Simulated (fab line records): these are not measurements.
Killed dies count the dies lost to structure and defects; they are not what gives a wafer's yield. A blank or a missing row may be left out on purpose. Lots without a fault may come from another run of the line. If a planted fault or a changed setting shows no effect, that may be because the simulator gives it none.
Problem report in the 8D (eight disciplines) form, filled by code ; flow sky130 ; the parts of the form that need people (team, actions taken, sign-off) are left out

1. WHAT WENT WRONG
killed_at_M0_to_M3 at SKY_PAD_OPEN_PROBE_99 reads a mean of 96 on 3 wafers of 1 lot; wafers without a fault read 44 with a standard deviation of 7.2. That puts it +7.2 standard deviations away from the usual mean.
First observed at day 48 16:34: wafer L642.1, on prober-01. The record has a number at this step for 9 wafers belonging to 3 lots. By rule, "out" or "out of limits" means more than 4 standard deviations away from the usual mean. The rest of the wafers with a number are treated as sound.

2. WHAT IT IS, AND WHAT IT ISN'T
question;is;is not
which readings at this step;killed_at_M0_to_M3, defectLimitedYield, killedDies, sort_bin_5_function, sortNPass, sortYieldPct;killed_at_M4_up, killedAtContacts, killedAtFrontEnd, killedAtOther, killedOpen, killedShort, sort_bin_6_memory
which lots;L642;L636, L649
which wafers of those lots;all that have a number;-
read on which tools;prober-01;prober-02
when;from day 48 16:34;"up to then (3 sound wafers); but 3 sound wafers of L649 came after"

3. WHAT RULES OUT EACH SUSPECT
Counting: any tool at a process step up to the reading is kept as a suspect provided that every lot that is out went through it and no sound lot did after the first of them.
- wetBench-01 at SKY_VIA1_CLEAN_18 (cleans in IPA, time 180 s): kept. It ran the lot that is out, L642 (day 37 14:58), and no sound lot after that; its last sound lot up to then is L636 (day 35 12:16).
- prober-01 at SKY_PAD_OPEN_PROBE_99: ruled out as a lasting fault. Following L642 (day 48 16:34), the first lot on it that is out, the sound lots L649 were run on it.
After counting, what remains is wetBench-01 at SKY_VIA1_CLEAN_18.

4. THE CAUSE (what the simulator had put in)
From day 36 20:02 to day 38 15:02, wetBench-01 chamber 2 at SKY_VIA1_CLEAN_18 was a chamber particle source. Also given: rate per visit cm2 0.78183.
Only this tool survived the counting.

5. SEQUENCE OF EFFECTS, ordered by route
Each row: a reading where the mean over the struck wafers with a number is more than 3 standard deviations away from the usual. Only readings whose record carries a usual standard deviation are examined. hours: median over the lots of the time between each lot's start at the first step of this table that gives one and its start at this step. sigmas: the change, counted in usual standard deviations.
hours;step;reading;usual;on struck wafers;change;sigmas
0;SKY_PAD_OPEN_PROBE_99;defectLimitedYield;82.5 %;71.3;-11.2;-5.9
0;SKY_PAD_OPEN_PROBE_99;killed_at_M0_to_M3;44;96;+52;+7.2
0;SKY_PAD_OPEN_PROBE_99;killedDies;86;141;+55;+6.0
0;SKY_PAD_OPEN_PROBE_99;sort_bin_3_pad_short;0.9 %;3.0;+2.1;+5.2
0;SKY_PAD_OPEN_PROBE_99;sort_bin_5_function;10.2 %;18.4;+8.2;+5.1
0;SKY_PAD_OPEN_PROBE_99;sortNPass;406;351;-55;-6.0
0;SKY_PAD_OPEN_PROBE_99;sortYieldPct;82.5 %;71.3;-11.2;-5.9
Here are the process steps it includes:
- SKY_PAD_OPEN_PROBE_99

6. HOW IT WOULD HAVE BEEN CAUGHT EARLIER
In this record the first reading out of limits was taken at day 48 16:34, 285 hours after the fault began at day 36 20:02.
Each of the lots that are out, 1 in all, had begun SKY_VIA1_CLEAN_18 on wetBench-01 no later than day 48 16:34. Holding the tool at that point would not have protected any of them.
